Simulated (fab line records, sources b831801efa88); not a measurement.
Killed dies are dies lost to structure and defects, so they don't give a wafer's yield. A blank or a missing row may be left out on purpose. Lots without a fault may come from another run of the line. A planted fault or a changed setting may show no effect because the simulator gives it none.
fab line records | flow sky130
record lots=5 wafers=15 last_day=49
route steps=708 shown METAL1@457 VIA1@458 METAL2@483
lots that met no fault: from a run of the same line without faults
start_h: hours from the record's first day to the start of the lot's first wafer shown | wait_h: hours since the lot's step before | " the same as in the row above | L1.1+2: a row that stands for several wafers | - no value, or no start given | * or withheld: withheld | < > ~ a bound
route shown NAME@n: a module of which the file shows steps, and the number in the route of the first | usual: mean/standard deviation of fault-free wafers | same: alike in all rows | chamber/n: place in a boat | sites: the reading at each site | _std_site: their standard deviation | _edge_site: outer sites' mean less inner sites' | radius_mm: how far each site lies from the wafer's centre | mask NAME#n: copy n | behind: the tool/chamber that last shaped the wafer | hold: why the lot was held/for how many hours/how that ended | device: the transistor (n, p or np) that didn't switch | end of line: the same wafers' tests at the end of the route | a step without rows: its recipe alone | killed: dies lost to structure and defects at the first sort, not the wafer's yield | map: a wafer's dies, x killed, . not, _ none there
set.NAME: the setting as run; set.NAME@STEP: as run at that earlier step | model.NAME: the simulator's own value behind a step, which no gauge read
lots at some steps of the route; a table a step, a row a wafer
services: from which hour (start_h, from the record's first day; less than 0 if before it) a tool's chamber was out of use, for how many hours, and why
## steps
# step SKY_METAL1_CLEAN_23
# recipe chemistry=O3/DIW dry=n2_spin
# columns lot.wafer tool chamber start_h wait_h
L074.4+5+6 wet_bench-01 2 803.84 0.0
L077.3+4+6 wet_bench-01 2 839.25 0.0
L078.1+2+3 wet_bench-01 3 842.45 0.0
L081.1+4+6 wet_bench-01 0 863.15 0.0
L083.1+3+5 wet_bench-02 1 872.53 0.0
# step SKY_VIA1_HDPCVD_00
# recipe material=SiO2 target_thk_nm=1030 sigma_open_frac=0.3 time_s=171.7 temp_c=400 sih4_flow_sccm=60 pressure_mtorr=6
# columns lot.wafer tool chamber start_h wait_h
L074.4+5+6 hdpcvd-01 0,2,1 803.99 0.1
L077.3+4+6 hdpcvd-02 1,0,2 839.34 0.0
L078.1+2+3 hdpcvd-01 2,0,1 842.54 0.0
L081.1+4+6 hdpcvd-02 0,1,0 863.24 0.0
L083.1+3+5 hdpcvd-01 0,2,0 872.62 0.0
# step SKY_VIA1_THK_MEAS_01
# recipe reads=SiO2_of_VIA1_HDPCVD_00
# usual VIA1_HDPCVD_THK=1028/11
# columns lot.wafer tool chamber start_h wait_h VIA1_HDPCVD_THK[nm]
L074.4 film_metro-03 - 804.08 0.0 1036
L074.5 " - " " 1025
L074.6 " - " " 1033
L077.3 film_metro-04 - 839.47 0.1 1017
L077.4 " - " " 1020
L077.6 " - " " 1013
L078.1 film_metro-04 - 842.65 0.1 1037
L078.2 " - " " 1047
L078.3 " - " " 1041
L081.1 film_metro-03 - 863.35 0.1 1026
L081.4 " - " " 1015
L081.6 " - " " 1024
L083.1 film_metro-03 - 872.73 0.1 1038
L083.3 " - " " 1026
L083.5 " - " " 1042
# step SKY_VIA1_CMP_02
# recipe material=SiO2 down_force_psi=4 platen_rpm=60 pad_velocity_m_s=0.94248
# usual edge_zone_pressure_frac=1.000/0.0052 motor_current_A=12.2/0.87
# columns lot.wafer tool chamber start_h wait_h edge_zone_pressure_frac motor_current_A
L074.4 cmp-01 1 804.26 0.2 0.999 11.7
L074.5 " 2 " " 0.999 12.6
L074.6 " 3 " " 0.992 13.0
L077.3 cmp-02 3 839.51 0.0 1.001 13.4
L077.4 " 0 " " 0.999 12.5
L077.6 " 0 " " 0.996 12.2
L078.2 cmp-02 2 842.76 0.1 1.000 11.2
L078.3 " 3 " " 1.011 13.2
L078.1 " 0 " " 0.988 11.5
L081.4 cmp-02 1 863.51 0.1 0.996 12.3
L081.1 " 2 " " 0.994 10.7
L081.6 " 0 " " 1.004 12.0
L083.3 cmp-02 2 872.79 0.0 1.009 10.7
L083.1 " 0 " " 0.997 11.5
L083.5 " 3 " " 0.998 13.3
# step SKY_VIA1_BOW_MEAS_03
# recipe mode=bow
# usual VIA1_BOW=79/6
# columns lot.wafer tool chamber start_h wait_h VIA1_BOW[um]
L074.4 film_metro-01 - 804.47 0.2 73
L074.5 " - " " 89
L074.6 " - " " 85
L077.3 film_metro-03 - 839.85 0.3 80
L077.4 " - " " 81
L077.6 " - " " 74
L078.1 film_metro-04 - 843.01 0.1 79
L078.2 " - " " 80
L078.3 " - " " 75
L081.1 film_metro-04 - 863.71 0.1 79
L081.4 " - " " 94
L081.6 " - " " 91
L083.1 film_metro-03 - 873.09 0.1 78
L083.3 " - " " 79
L083.5 " - " " 75
# step SKY_VIA1_DEHYDRATE_04
# recipe temp_c=200 time_s=60
# columns lot.wafer tool chamber start_h wait_h
L074.4+5+6 litho_track-01 0 816.73 12.2
L077.3+4+6 litho_track-01 0 851.36 11.5
L078.1+2+3 litho_track-01 0 855.21 12.2
L081.1+4+6 litho_track-02 0 875.65 11.9
L083.1+3+5 litho_track-03 0 886.33 13.2
# step SKY_VIA1_HMDS_05
# recipe prime_time_s=60 prime_temp_c=120
# columns lot.wafer tool chamber start_h wait_h
L074.4+5+6 litho_track-01 0 816.88 0.1
L077.3+4+6 litho_track-01 0 851.51 0.1
L078.1+2+3 litho_track-01 0 855.36 0.1
L081.1+4+6 litho_track-02 0 875.80 0.1
L083.1+3+5 litho_track-03 0 886.48 0.1
# step SKY_VIA1_COAT_06
# recipe resist=BARC temp_c=withheld time_s=withheld spin_rpm=3000 resist_thk_nm=60
# columns lot.wafer tool chamber start_h wait_h
L074.4+5+6 litho_track-01 0 817.03 0.1
L077.3+4+6 litho_track-01 0 851.66 0.1
L078.1+2+3 litho_track-01 0 855.51 0.1
L081.1+4+6 litho_track-02 0 875.95 0.1
L083.1+3+5 litho_track-03 0 886.63 0.1
# step SKY_VIA1_COAT_07
# recipe resist=KrF-thick spin_rpm=3000 resist_thk_nm=450
# columns lot.wafer tool chamber start_h wait_h
L074.4+5+6 litho_track-01 0 - -
L077.3+4+6 litho_track-01 0 - -
L078.1+2+3 litho_track-01 0 - -
L081.1+4+6 litho_track-02 0 - -
L083.1+3+5 litho_track-03 0 - -
# step SKY_VIA1_SOFTBAKE_08
# recipe temp_c=100 time_s=90 resist=KrF-thick
# columns lot.wafer tool chamber start_h wait_h
L074.4+5+6 litho_track-01 0 - -
L077.3+4+6 litho_track-01 0 - -
L078.1+2+3 litho_track-01 0 - -
L081.1+4+6 litho_track-02 0 - -
L083.1+3+5 litho_track-03 0 - -
# step SKY_VIA1_EXPOSE_09
# recipe mask_id=VIM na=0.8 source_shape=annular sigma_inner=0.55 sigma_outer=0.85 target_cd_nm=150 dose_mj=38
# usual focus_offset_nm=0.0/0.51 stage_vel_mm_s=500.02/0.25
# columns lot.wafer tool chamber start_h wait_h mask focus_offset_nm stage_vel_mm_s
L074.4 krf_scanner-02 0 - - VIM#0 -0.3 500.45
L074.5 " 0 " " VIM#0 0.5 500.43
L074.6 " 0 " " VIM#0 0.2 500.60
L077.3 krf_scanner-01 0 - - VIM#0 0.5 500.14
L077.4 " 0 " " VIM#0 -0.2 500.26
L077.6 " 0 " " VIM#0 -0.2 499.93
L078.1 krf_scanner-02 0 - - VIM#0 -0.5 499.83
L078.2 " 0 " " VIM#0 -0.5 499.84
L078.3 " 0 " " VIM#0 0.3 499.99
L081.1 krf_scanner-01 0 - - VIM#0 -0.2 499.91
L081.4 " 0 " " VIM#0 0.9 499.79
L081.6 " 0 " " VIM#0 -0.4 500.06
L083.1 krf_scanner-01 0 - - VIM#0 -0.5 499.92
L083.3 " 0 " " VIM#0 -0.2 500.01
L083.5 " 0 " " VIM#0 -0.7 500.28
# step SKY_VIA1_PEB_10
# recipe peb_temp_c=withheld peb_time_s=withheld resist=KrF-thick
# columns lot.wafer tool chamber start_h wait_h
L074.4+5+6 litho_track-02 0 - -
L077.3+4+6 litho_track-01 0 - -
L078.1+2+3 litho_track-01 0 - -
L081.1+4+6 litho_track-01 0 - -
L083.1+3+5 litho_track-03 0 - -
# step SKY_VIA1_DEVELOP_11
# recipe develop_time_s=60 resist=KrF-thick dev_temp_c=21
# usual developer_temp_C=20.99/0.11
# columns lot.wafer tool chamber start_h wait_h developer_temp_C
L074.4 litho_track-02 0 - - 20.90
L074.5 " 0 " " 21.13
L074.6 " 0 " " 21.11
L077.3 litho_track-01 0 - - 21.07
L077.4 " 0 " " 21.22
L077.6 " 0 " " 21.19
L078.1 litho_track-01 0 - - 20.81
L078.2 " 0 " " 21.02
L078.3 " 0 " " 20.87
L081.1 litho_track-01 0 - - 20.98
L081.4 " 0 " " 21.04
L081.6 " 0 " " 21.02
L083.1 litho_track-03 0 - - 21.19
L083.3 " 0 " " 21.10
L083.5 " 0 " " 21.11
# step SKY_VIA1_CD_MEAS_12
# recipe target_cd_nm=150
# usual cd_nm=149.8/1.4
# columns lot.wafer tool chamber start_h wait_h cd_nm
L074.4 cd_sem-02 - 830.96 - 151.0
L074.5 " - " " 152.1
L074.6 " - " " 149.1
L077.3 cd_sem-01 - 866.35 - 148.1
L077.4 " - " " 147.4
L077.6 " - " " 147.2
L078.1 cd_sem-01 - 869.96 - 150.0
L078.2 " - " " 150.9
L078.3 " - " " 149.3
L081.1 cd_sem-01 - 890.11 - 149.9
L081.4 " - " " 149.0
L081.6 " - " " 150.1
L083.1 cd_sem-02 - 900.33 - 149.7
L083.3 " - " " 150.0
L083.5 " - " " 147.2
# step SKY_VIA1_OVL_MEAS_13
# usual VIA1_OVL=-2/5.1
# columns lot.wafer tool chamber start_h wait_h VIA1_OVL[nm]
L074.4 overlay-02 - 831.04 0.1 3
L074.5 " - " " 1
L074.6 " - " " -8
L077.3 overlay-01 - 866.44 0.1 -11
L077.4 " - " " -5
L077.6 " - " " -11
L078.1 overlay-01 - 870.09 0.1 -10
L078.2 " - " " -11
L078.3 " - " " -10
L081.1 overlay-02 - 890.23 0.1 -9
L081.4 " - " " 3
L081.6 " - " " 2
L083.1 overlay-02 - 900.45 0.1 -4
L083.3 " - " " -7
L083.5 " - " " -6
# step SKY_VIA1_ETCH_14
# recipe chemistry=N2/H2 target=BARC ion_energy_ev=200 source_w=500 bias_w=100 pressure_mtorr=30 n2_flow_sccm=100 h2_flow_sccm=200 stop_on=SiO2 time_s=45.9 target_depth_a=600
# usual drypump_motor_current_A=5.7/0.58 oes_product_au=0.855/0.0047 throttle_valve_pct=13.225/0.0084
# columns lot.wafer tool chamber start_h wait_h drypump_motor_current_A oes_product_au rf_hours_counter_h throttle_valve_pct
L074.4 rie_diel-03 3 831.06 0.0 6.3 0.854 22 13.233
L074.5 " 0 " " 4.8 0.849 - 13.201
L074.6 " 1 " " 6.6 0.858 - 13.224
L077.3 rie_diel-03 1 866.46 0.0 6.6 0.857 4 13.195
L077.4 " 2 " " 5.9 0.858 22 13.222
L077.6 " 2 " " 5.9 0.856 - 13.225
L078.1 rie_diel-02 1 870.13 0.0 4.9 0.869 8 13.234
L078.2 " 3 " " 5.8 0.857 4 13.229
L078.3 " 0 " " 5.3 0.852 2 13.221
L081.1 rie_diel-01 2 890.26 0.0 5.9 0.854 3 13.234
L081.4 " 1 " " 4.9 0.849 4 13.220
L081.6 " 3 " " 5.7 0.853 - 13.217
L083.1 rie_diel-03 0 900.49 0.0 4.7 0.855 8 13.227
L083.3 " 1 " " 6.6 0.864 5 13.232
L083.5 " 0 " " 4.8 0.860 - 13.229
# step SKY_VIA1_ETCH_15
# recipe target=SiO2 chemistry=C4F8/O2/Ar target_depth_nm=351 stop_on=TiN mask_material=KrF-thick source_w=1500 bias_w=1200 pressure_mtorr=40 c4f8_flow_sccm=withheld O2_flow_sccm=6 Ar_flow_sccm=300 time_s=54
# usual oes_product_au=0.981/0.0057
# columns lot.wafer tool chamber start_h wait_h oes_product_au rf_hours_counter_h
L074.4 rie_diel-03 3 831.10 0.0 0.983 22
L074.5 " 0 " " 0.985 -
L074.6 " 1 " " 0.983 -
L077.3 rie_diel-03 1 866.50 0.0 0.983 4
L077.4 " 2 " " 0.981 22
L077.6 " 2 " " 0.973 -
L078.1 rie_diel-02 1 870.17 0.0 0.977 8
L078.2 " 3 " " 0.982 4
L078.3 " 0 " " 0.977 2
L081.1 rie_diel-01 2 890.30 0.0 0.989 3
L081.4 " 1 " " 0.979 4
L081.6 " 3 " " 0.978 -
L083.1 rie_diel-03 0 900.53 0.0 0.979 8
L083.3 " 1 " " 0.989 5
L083.5 " 0 " " 0.979 -
# step SKY_VIA1_STRIP_16
# recipe chemistry=O2/N2 power_w=1400 pressure_mtorr=1500 platen_temp_c=withheld o2_flow_sccm=3000 n2_flow_sccm=300 overash_fraction=0.5
# usual drypump_motor_current_A=5.7/0.63 oes_product_au=0.415/0.0043 strip_time_to_endpoint_s=4.457/0.021
# same overash_fraction=0.5
# columns lot.wafer tool chamber start_h wait_h drypump_motor_current_A oes_product_au rf_hours_counter_h strip_time_to_endpoint_s
L074.4 plasma_asher-03 1 831.18 0.1 5.1 0.423 - 4.459
L074.5 " 0 " " 5.8 0.415 - 4.476
L074.6 " 1 " " 5.1 0.423 - 4.470
L077.3 plasma_asher-02 1 866.58 0.1 6.7 0.415 - 4.461
L077.4 " 0 " " 4.8 0.411 - 4.467
L077.6 " 1 " " 6.6 0.417 - 4.492
L078.1 plasma_asher-03 0 870.22 0.0 5.8 0.418 103 4.489
L078.2 " 1 " " 5.1 0.417 103 4.485
L078.3 " 0 " " 5.8 0.416 - 4.501
L081.1 plasma_asher-03 1 890.35 0.0 5.1 0.407 105 4.427
L081.4 " 0 " " 5.8 0.409 - 4.454
L081.6 " 1 " " 5.1 0.412 - 4.441
L083.1 plasma_asher-02 1 900.58 0.0 6.6 0.413 76 4.444
L083.3 " 1 " " 6.6 0.419 - 4.450
L083.5 " 1 " " 6.6 0.412 - 4.465
# step SKY_VIA1_STRIP_17
# recipe chemistry=post_etch_residue_remover time_s=1200 temp_c=72.5
# columns lot.wafer tool chamber start_h wait_h
L074.4+5+6 wet_bench-04 2 831.24 0.0
L077.3+4+6 wet_bench-03 0 866.65 0.0
L078.1+2+3 wet_bench-03 3 870.32 0.1
L081.1+4+6 wet_bench-02 3 890.45 0.1
L083.1+3+5 wet_bench-04 2 900.68 0.1
# step SKY_VIA1_CLEAN_18
# recipe chemistry=IPA time_s=180 temp_c=25
# columns lot.wafer tool chamber start_h wait_h
L074.4+5+6 wet_bench-02 3 831.62 0.0
L077.3+4+6 wet_bench-02 0 867.40 0.0
L078.1+2+3 wet_bench-04 1 871.06 0.0
L081.1+4+6 wet_bench-03 2 890.82 0.0
L083.1+3+5 wet_bench-03 2 901.02 0.0
# step SKY_VIA1_CLEAN_19
# recipe chemistry=O3/DIW dry=n2_spin
# columns lot.wafer tool chamber start_h wait_h
L074.4+5+6 wet_bench-03 3 831.69 0.0
L077.3+4+6 wet_bench-04 2 867.45 0.0
L078.1+2+3 wet_bench-03 2 871.12 0.0
L081.1+4+6 wet_bench-04 2 890.89 0.0
L083.1+3+5 wet_bench-03 0 901.08 0.0
# step SKY_VIA1_SPUTTER_20
# recipe material=TiN target_thk_nm=20 chamber_pressure_pa=5 power_w=4000 time_s=80
# usual throttle_valve_pct=30.6/0.79
# columns lot.wafer tool chamber start_h wait_h throttle_valve_pct
L074.4 pvd_sputter-01 - 831.79 0.0 30.3
L074.5 " - " " 29.8
L074.6 " - " " 30.3
L077.3 pvd_sputter-01 - 867.55 0.0 30.3
L077.4 " - " " 29.8
L077.6 " - " " 30.8
L078.1 pvd_sputter-01 - 871.32 0.0 30.7
L078.2 " - " " 29.7
L078.3 " - " " 30.2
L081.1 pvd_sputter-02 - 890.98 0.0 29.9
L081.4 " - " " 32.0
L081.6 " - " " 31.9
L083.1 pvd_sputter-02 - 901.17 0.0 30.1
L083.3 " - " " 29.7
L083.5 " - " " 29.8
# step SKY_VIA1_CVD_21
# recipe material=W target_thk_nm=270 time_s=80.902 temp_c=400 pressure_torr=40
# usual heater_power_w=867/43
# columns lot.wafer tool chamber start_h wait_h heater_power_w
L074.4 cvd_w-01 0 831.88 0.1 825
L074.5 " 1 " " 906
L074.6 " 0 " " 816
L077.3 cvd_w-02 1 867.64 0.1 863
L077.4 " 0 " " 895
L077.6 " 1 " " 881
L078.1 cvd_w-02 0 871.38 0.0 899
L078.2 " 1 " " 904
L078.3 " 0 " " 891
L081.1 cvd_w-02 1 891.04 0.0 886
L081.4 " 0 " " 902
L081.6 " 0 " " 927
L083.1 cvd_w-01 1 901.23 0.0 918
L083.3 " 0 " " 813
L083.5 " 0 " " 805
# step SKY_VIA1_RS_MEAS_22
# recipe thk_meas_gauge=four-point-probe reads=W_of_VIA1_CVD_21+TiN_of_VIA1_SPUTTER_20
# usual VIA1_W_RS=0.418/0.0076
# columns lot.wafer tool chamber start_h wait_h VIA1_W_RS[ohm/sq]
L074.4 film_metro-01 - 832.00 0.1 0.430
L074.5 " - " " 0.431
L074.6 " - " " 0.434
L077.3 film_metro-04 - 867.74 0.1 0.410
L077.4 " - " " 0.416
L077.6 " - " " 0.407
L078.1 film_metro-04 - 871.47 0.1 0.421
L078.2 " - " " 0.409
L078.3 " - " " 0.421
L081.1 film_metro-03 - 891.13 0.1 0.406
L081.4 " - " " 0.419
L081.6 " - " " 0.420
L083.1 film_metro-04 - 901.32 0.1 0.423
L083.3 " - " " 0.421
L083.5 " - " " 0.424
# step SKY_VIA1_THK_MEAS_23
# recipe thk_meas_gauge=xrf reads=W_of_VIA1_CVD_21
# usual VIA1_W_THK=278/5.3
# columns lot.wafer tool chamber start_h wait_h VIA1_W_THK[nm]
L074.4 film_metro-01 - 832.09 0.1 268
L074.5 " - " " 268
L074.6 " - " " 266
L077.3 film_metro-04 - 867.84 0.1 283
L077.4 " - " " 279
L077.6 " - " " 287
L078.1 film_metro-04 - 871.59 0.1 277
L078.2 " - " " 284
L078.3 " - " " 277
L081.1 film_metro-03 - 891.25 0.1 287
L081.4 " - " " 278
L081.6 " - " " 278
L083.1 film_metro-04 - 901.44 0.1 275
L083.3 " - " " 276
L083.5 " - " " 273
# step SKY_VIA1_CMP_24
# recipe stop_on=SiO2 t_overpolish_s=15 down_force_psi=3.5 platen_rpm=60 target_thk_nm=0 pad_velocity_m_s=0.94248
# usual edge_zone_pressure_frac=0.999/0.0048 motor_current_A=11.2/0.75 overpolish_run_s=15.001/0.0092 time_to_endpoint_s=67/3.8
# columns lot.wafer tool chamber start_h wait_h edge_zone_pressure_frac motor_current_A overpolish_run_s time_to_endpoint_s
L074.4 cmp-02 3 832.17 0.1 1.009 12.3 15.005 62
L074.6 " 2 " " 0.994 9.6 14.989 68
L074.5 " 3 " " 0.995 11.9 15.030 65
L077.3 cmp-02 0 867.93 0.1 0.992 11.3 14.996 67
L077.4 " 2 " " 0.997 10.1 14.985 73
L077.6 " 3 " " 0.998 12.0 14.978 71
L078.3 cmp-02 1 871.70 0.1 1.001 11.6 15.006 71
L078.1 " 2 " " 1.000 9.9 15.008 72
L078.2 " 3 " " 0.999 12.0 14.996 69
L081.4 cmp-02 1 891.31 0.0 0.993 11.3 15.011 68
L081.1 " 2 " " 1.011 9.5 14.999 71
L081.6 " 1 " " 0.994 11.6 15.011 63
L083.1 cmp-01 0 901.50 0.1 1.007 11.9 15.017 64
L083.3 " 3 " " 0.997 12.2 14.991 72
L083.5 " 0 " " 1.001 11.4 15.006 65
# step SKY_METAL2_SPUTTER_00
# recipe material=Ti target_thk_nm=15 power_w=3000 time_s=10 chamber_pressure_pa=0.4
# usual throttle_valve_pct=30.3/1.1
# columns lot.wafer tool chamber start_h wait_h throttle_valve_pct
L074.4 pvd_sputter-03 - 832.42 0.2 30.6
L074.5 " - " " 29.1
L074.6 " - " " 29.5
L077.3 pvd_sputter-04 - 868.18 0.2 30.4
L077.4 " - " " 30.6
L077.6 " - " " 30.6
L078.1 pvd_sputter-04 - 871.95 0.1 30.9
L078.2 " - " " 30.7
L078.3 " - " " 30.9
L081.1 pvd_sputter-03 - 891.61 0.2 32.0
L081.4 " - " " 29.3
L081.6 " - " " 30.2
L083.1 pvd_sputter-03 - 901.80 0.2 30.4
L083.3 " - " " 32.0
L083.5 " - " " 30.4
# step SKY_METAL2_SPUTTER_01
# recipe material=TiN target_thk_nm=20 power_w=6500 time_s=16.7 chamber_pressure_pa=0.4
# usual throttle_valve_pct=30.3/1.1
# columns lot.wafer tool chamber start_h wait_h throttle_valve_pct
L074.4 pvd_sputter-03 - 832.44 0.0 30.1
L074.5 " - " " 29.5
L074.6 " - " " 29.9
L077.3 pvd_sputter-04 - 868.20 0.0 30.1
L077.4 " - " " 30.7
L077.6 " - " " 30.7
L078.1 pvd_sputter-04 - 871.97 0.0 31.3
L078.2 " - " " 30.6
L078.3 " - " " 31.0
L081.1 pvd_sputter-03 - 891.63 0.0 31.7
L081.4 " - " " 29.4
L081.6 " - " " 30.6
L083.1 pvd_sputter-03 - 901.83 0.0 30.4
L083.3 " - " " 32.0
L083.5 " - " " 30.7
# step SKY_METAL2_SPUTTER_02
# recipe material=AlCu target_thk_nm=250 power_w=10600 time_s=13.3 chamber_pressure_pa=0.4
# usual throttle_valve_pct=30.3/1.1
# columns lot.wafer tool chamber start_h wait_h throttle_valve_pct
L074.4 pvd_sputter-03 - 832.47 0.0 30.6
L074.5 " - " " 29.7
L074.6 " - " " 29.6
L077.3 pvd_sputter-04 - 868.23 0.0 30.5
L077.4 " - " " 30.7
L077.6 " - " " 30.9
L078.1 pvd_sputter-04 - 872.00 0.0 30.8
L078.2 " - " " 30.5
L078.3 " - " " 30.6
L081.1 pvd_sputter-03 - 891.66 0.0 31.9
L081.4 " - " " 29.4
L081.6 " - " " 30.3
L083.1 pvd_sputter-03 - 901.85 0.0 30.2
L083.3 " - " " 31.8
L083.5 " - " " 30.5
# step SKY_METAL2_SPUTTER_03
# recipe material=Ti target_thk_nm=5 power_w=3000 time_s=3.3 chamber_pressure_pa=0.4
# usual throttle_valve_pct=30.3/1.1
# columns lot.wafer tool chamber start_h wait_h throttle_valve_pct
L074.4 pvd_sputter-03 - 832.49 0.0 30.3
L074.5 " - " " 29.4
L074.6 " - " " 29.7
L077.3 pvd_sputter-04 - 868.25 0.0 30.6
L077.4 " - " " 30.7
L077.6 " - " " 30.8
L078.1 pvd_sputter-04 - 872.02 0.0 30.8
L078.2 " - " " 30.0
L078.3 " - " " 30.6
L081.1 pvd_sputter-03 - 891.68 0.0 32.0
L081.4 " - " " 29.7
L081.6 " - " " 30.4
L083.1 pvd_sputter-03 - 901.88 0.0 30.5
L083.3 " - " " 31.7
L083.5 " - " " 30.4
# step SKY_METAL2_SPUTTER_04
# recipe material=TiN target_thk_nm=70 power_w=6346 time_s=58.3 chamber_pressure_pa=0.4
# usual throttle_valve_pct=30.3/1.1
# columns lot.wafer tool chamber start_h wait_h throttle_valve_pct
L074.4 pvd_sputter-03 - 832.51 0.0 30.5
L074.5 " - " " 29.4
L074.6 " - " " 29.4
L077.3 pvd_sputter-04 - 868.27 0.0 30.5
L077.4 " - " " 30.4
L077.6 " - " " 30.9
L078.1 pvd_sputter-04 - 872.04 0.0 31.2
L078.2 " - " " 30.5
L078.3 " - " " 30.5
L081.1 pvd_sputter-03 - 891.70 0.0 32.0
L081.4 " - " " 29.2
L081.6 " - " " 30.3
L083.1 pvd_sputter-03 - 901.90 0.0 30.5
L083.3 " - " " 32.2
L083.5 " - " " 30.2
# step SKY_METAL2_RS_MEAS_05
# recipe thk_meas_gauge=four-point-probe reads=TiN_of_METAL2_SPUTTER_04+Ti_of_METAL2_SPUTTER_03+AlCu_of_METAL2_SPUTTER_02+TiN_of_METAL2_SPUTTER_01+Ti_of_METAL2_SPUTTER_00
# usual METAL2_ALCU_RS=0.1273/0.0013
# columns lot.wafer tool chamber start_h wait_h METAL2_ALCU_RS[ohm/sq]
L074.4 film_metro-01 - 832.62 0.1 0.1278
L074.5 " - " " 0.1289
L074.6 " - " " 0.1255
L077.3 film_metro-04 - 868.36 0.1 0.1261
L077.4 " - " " 0.1276
L077.6 " - " " 0.1280
L078.1 film_metro-04 - 872.09 0.0 0.1270
L078.2 " - " " 0.1250
L078.3 " - " " 0.1269
L081.1 film_metro-02 - 891.75 0.0 0.1274
L081.4 " - " " 0.1255
L081.6 " - " " 0.1271
L083.1 film_metro-02 - 901.94 0.0 0.1267
L083.3 " - " " 0.1279
L083.5 " - " " 0.1278
# step SKY_METAL2_THK_MEAS_06
# recipe thk_meas_gauge=xrf reads=AlCu_of_METAL2_SPUTTER_02
# usual METAL2_ALCU_THK=246/3
# columns lot.wafer tool chamber start_h wait_h METAL2_ALCU_THK[nm]
L074.4 film_metro-01 - 832.71 0.1 245
L074.5 " - " " 242
L074.6 " - " " 249
L077.3 film_metro-04 - 868.46 0.1 251
L077.4 " - " " 248
L077.6 " - " " 247
L078.1 film_metro-04 - 872.21 0.1 249
L078.2 " - " " 256
L078.3 " - " " 250
L081.1 film_metro-02 - 891.87 0.1 246
L081.4 " - " " 247
L081.6 " - " " 246
L083.1 film_metro-02 - 902.06 0.1 247
L083.3 " - " " 245
L083.5 " - " " 246
# step SKY_METAL2_DEHYDRATE_07
# recipe temp_c=200 time_s=60
# columns lot.wafer tool chamber start_h wait_h
L074.4+5+6 litho_track-04 0 844.82 12.1
L077.3+4+6 litho_track-04 0 880.35 11.9
L078.1+2+3 litho_track-02 0 884.75 12.5
L081.1+4+6 litho_track-03 0 903.83 12.0
L083.1+3+5 litho_track-03 0 914.44 12.4
# step SKY_METAL2_HMDS_08
# recipe prime_time_s=60 prime_temp_c=120
# columns lot.wafer tool chamber start_h wait_h
L074.4+5+6 litho_track-04 0 844.97 0.1
L077.3+4+6 litho_track-04 0 880.50 0.1
L078.1+2+3 litho_track-02 0 884.90 0.1
L081.1+4+6 litho_track-03 0 903.98 0.1
L083.1+3+5 litho_track-03 0 914.59 0.1
# step SKY_METAL2_COAT_09
# recipe resist=BARC temp_c=withheld time_s=withheld spin_rpm=3000 resist_thk_nm=60
# columns lot.wafer tool chamber start_h wait_h
L074.4+5+6 litho_track-04 0 845.12 0.1
L077.3+4+6 litho_track-04 0 880.65 0.1
L078.1+2+3 litho_track-02 0 885.05 0.1
L081.1+4+6 litho_track-03 0 904.13 0.1
L083.1+3+5 litho_track-03 0 914.74 0.1
# step SKY_METAL2_COAT_10
# recipe resist=KrF-thick spin_rpm=3000 resist_thk_nm=450
# columns lot.wafer tool chamber start_h wait_h
L074.4+5+6 litho_track-04 0 - -
L077.3+4+6 litho_track-04 0 - -
L078.1+2+3 litho_track-02 0 - -
L081.1+4+6 litho_track-03 0 - -
L083.1+3+5 litho_track-03 0 - -
# step SKY_METAL2_SOFTBAKE_11
# recipe temp_c=100 time_s=90 resist=KrF-thick
# columns lot.wafer tool chamber start_h wait_h
L074.4+5+6 litho_track-04 0 - -
L077.3+4+6 litho_track-04 0 - -
L078.1+2+3 litho_track-02 0 - -
L081.1+4+6 litho_track-03 0 - -
L083.1+3+5 litho_track-03 0 - -
# step SKY_METAL2_EXPOSE_12
# recipe mask_id=MM2 na=0.8 source_shape=annular sigma_inner=0.55 sigma_outer=0.85 target_cd_nm=140 dose_mj=28
# usual focus_offset_nm=-0.1/0.56 stage_vel_mm_s=499.92/0.24
# columns lot.wafer tool chamber start_h wait_h mask focus_offset_nm stage_vel_mm_s
L074.4 krf_scanner-02 0 - - MM2#0 0.0 499.69
L074.5 " 0 " " MM2#0 -1.0 499.72
L074.6 " 0 " " MM2#0 -0.2 500.09
L077.3 krf_scanner-01 0 - - MM2#0 0.0 499.75
L077.4 " 0 " " MM2#0 0.2 499.89
L077.6 " 0 " " MM2#0 -0.8 500.03
L078.1 krf_scanner-01 0 - - MM2#0 -0.7 500.00
L078.2 " 0 " " MM2#0 -0.2 500.17
L078.3 " 0 " " MM2#0 0.0 500.38
L081.1 krf_scanner-01 0 - - MM2#0 0.3 500.13
L081.4 " 0 " " MM2#0 0.1 499.96
L081.6 " 0 " " MM2#0 0.2 500.02
L083.1 krf_scanner-01 0 - - MM2#0 -0.1 500.14
L083.3 " 0 " " MM2#0 -0.4 499.65
L083.5 " 0 " " MM2#0 -0.6 500.02
# step SKY_METAL2_PEB_13
# recipe peb_temp_c=withheld peb_time_s=withheld resist=KrF-thick
# columns lot.wafer tool chamber start_h wait_h
L074.4+5+6 litho_track-03 0 - -
L077.3+4+6 litho_track-03 0 - -
L078.1+2+3 litho_track-04 0 - -
L081.1+4+6 litho_track-03 0 - -
L083.1+3+5 litho_track-04 0 - -
# step SKY_METAL2_DEVELOP_14
# recipe develop_time_s=60 resist=KrF-thick dev_temp_c=21
# usual developer_temp_C=21.01/0.11
# columns lot.wafer tool chamber start_h wait_h developer_temp_C
L074.4 litho_track-03 0 - - 21.02
L074.5 " 0 " " 21.05
L074.6 " 0 " " 20.95
L077.3 litho_track-03 0 - - 21.12
L077.4 " 0 " " 21.02
L077.6 " 0 " " 21.09
L078.1 litho_track-04 0 - - 21.04
L078.2 " 0 " " 20.76
L078.3 " 0 " " 21.00
L081.1 litho_track-03 0 - - 21.05
L081.4 " 0 " " 21.03
L081.6 " 0 " " 20.82
L083.1 litho_track-04 0 - - 20.94
L083.3 " 0 " " 21.04
L083.5 " 0 " " 21.04
## services
# columns tool chamber start_h hours kind
plasma_asher-03 - 785.20 0.7 repair
hdpcvd-01 - 787.94 0.8 repair
krf_scanner-01 - 788.03 0.4 repair
cmp-02 - 798.86 16.5 pm
rie_diel-03 2 800.96 9.1 repair
pvd_sputter-03 - 802.62 2.4 repair
krf_scanner-01 - 803.08 4.0 pm
rie_diel-03 1 804.50 1.6 repair
cvd_w-01 1 809.62 8.2 repair
krf_scanner-01 - 813.97 3.6 pm
pvd_sputter-03 - 818.45 7.7 repair
krf_scanner-02 - 830.16 1.0 pm
wet_bench-02 - 833.86 1.1 repair
krf_scanner-02 - 841.11 3.1 repair
krf_scanner-02 - 859.15 1.3 repair
pvd_sputter-03 - 869.40 3.0 repair
krf_scanner-02 - 875.81 0.8 pm
krf_scanner-01 - 883.75 0.8 pm
krf_scanner-02 - 889.02 0.3 repair
krf_scanner-01 - 891.43 1.0 pm
krf_scanner-02 - 895.07 3.6 pm
rie_diel-03 2 900.36 14.8 repair
cmp-02 - 912.29 4.0 pm
krf_scanner-02 - 914.84 1.3 pm
## key
fault none
